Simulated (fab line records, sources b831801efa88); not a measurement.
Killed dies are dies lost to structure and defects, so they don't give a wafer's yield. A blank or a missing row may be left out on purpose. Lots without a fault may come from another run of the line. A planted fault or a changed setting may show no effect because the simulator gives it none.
Split-lot experiment | flow sky130 | 5 lots, 23 wafers read, on a route of 708 steps

THE SPLIT
At SKY_LDD_HVP_COAT_02 (resist thk 300 nm), the setting spin_rpm was moved away from the recipe's 3000 rpm on 8 of the 23 wafers read, by -3.4% to +4.0%. The other wafers ran this setting at the recipe's value.

The reading is taken at the split's own step.

THE READING
NOVOLAK_of_LDD_HVP_COAT_02.thk_nm (the simulator's own value, which no gauge read), in nm, at SKY_LDD_HVP_COAT_02 (resist thk 300 nm). The file gives no usual value for it. The 15 wafers here that ran the recipe average 300.2 nm, standard deviation 0.75 nm.

wafer  | tool, chamber at the split | spin_rpm as run, rpm | against the recipe | NOVOLAK_of_LDD_HVP_COAT_02.thk_nm, nm | against lot-mates on the recipe
L074.1 | litho_track-03, 0          | 3000                 | recipe             | 300.3                                 | -
L074.2 | litho_track-03, 0          | 2934                 | -2.2%              | 303.4                                 | +3.2
L074.3 | litho_track-03, 0          | 3000                 | recipe             | 300                                   | -
L074.4 | litho_track-03, 0          | 2934                 | -2.2%              | 304.7                                 | +4.6
L074.6 | litho_track-03, 0          | 2934                 | -2.2%              | 304                                   | +3.9
L077.1 | litho_track-03, 0          | 3120                 | +4.0%              | 295.1                                 | -6.2
L077.2 | litho_track-03, 0          | 3000                 | recipe             | 301.1                                 | -
L077.4 | litho_track-03, 0          | 3000                 | recipe             | 301.1                                 | -
L077.3 | litho_track-03, 0          | 3120                 | +4.0%              | 295.8                                 | -5.5
L077.5 | litho_track-03, 0          | 3000                 | recipe             | 301.6                                 | -
L079.1 | litho_track-03, 0          | 3000                 | recipe             | 299.8                                 | -
L079.4 | litho_track-03, 0          | 3000                 | recipe             | 299.4                                 | -
L079.5 | litho_track-03, 0          | 3000                 | recipe             | 299.2                                 | -
L080.1 | litho_track-01, 0          | 3000                 | recipe             | 300.5                                 | -
L080.2 | litho_track-01, 0          | 2898                 | -3.4%              | 306                                   | +5.2
L080.4 | litho_track-01, 0          | 3000                 | recipe             | 301                                   | -
L080.5 | litho_track-01, 0          | 2898                 | -3.4%              | 307                                   | +6.2
L080.6 | litho_track-01, 0          | 2898                 | -3.4%              | 305.5                                 | +4.8
L085.1 | litho_track-01, 0          | 3000                 | recipe             | 299.8                                 | -
L085.2 | litho_track-01, 0          | 3000                 | recipe             | 300.2                                 | -
L085.3 | litho_track-01, 0          | 3000                 | recipe             | 300                                   | -
L085.4 | litho_track-01, 0          | 3000                 | recipe             | 299                                   | -
L085.6 | litho_track-01, 0          | 3000                 | recipe             | 299.4                                 | -

THE FIT
A straight line over all 23 wafers: NOVOLAK_of_LDD_HVP_COAT_02.thk_nm changes by -1.5 nm for each +1% of spin_rpm; r = -0.96; the points scatter about the line by 0.85 nm.
The same after taking each lot's own level away (the mean of its wafers on the recipe; 23 wafers): -1.56 nm for each +1%; r = -0.99; scatter 0.46 nm.
On that fit, the largest move of spin_rpm shifts the reading by 6.2 nm.
The lots' own levels span 299.47 to 301.27 nm, that is 2.4 times the standard deviation above.
So the lot-to-lot level changes the slope little: the two slopes agree.
Check: with one of the wafers moved furthest among these (+4.0%) left out of the fit, the line predicts -6.1 nm for it against its lot-mates. It came out at -6.17 nm against them.

OTHER SPLITS ON THESE WAFERS
These wafers also went through other splits before the reading. Each is held against what the fit with the lots' levels taken away leaves over:
other split on the same wafers  | wafers away from the commonest value | r with NOVOLAK_of_LDD_HVP_COAT_02.thk_nm (lot level and that fit taken away)
SKY_LDD_HVN_IMPLANT_08 dose_cm2 | 4                                    | +0.12

THE WHOLE CHAIN: every reading that the file lists as answering this split, in the file's order
step                 | what it does      | reading                                                                            | change (the file's fit)              | r (the file's)
SKY_LDD_HVP_COAT_02  | resist thk 300 nm | NOVOLAK_of_LDD_HVP_COAT_02.thk_nm (the simulator's own value, which no gauge read) | -1.55 nm for each +1% of the setting | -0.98
SKY_LDD_HVP_STRIP_09 | strips in O2/N2   | strip_time_to_endpoint_s                                                           | withheld for each +1% of the setting | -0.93

THE FILE'S OWN FIT
NOVOLAK_of_LDD_HVP_COAT_02.thk_nm changes by -1.55 nm for each +1% of spin_rpm, r = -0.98.
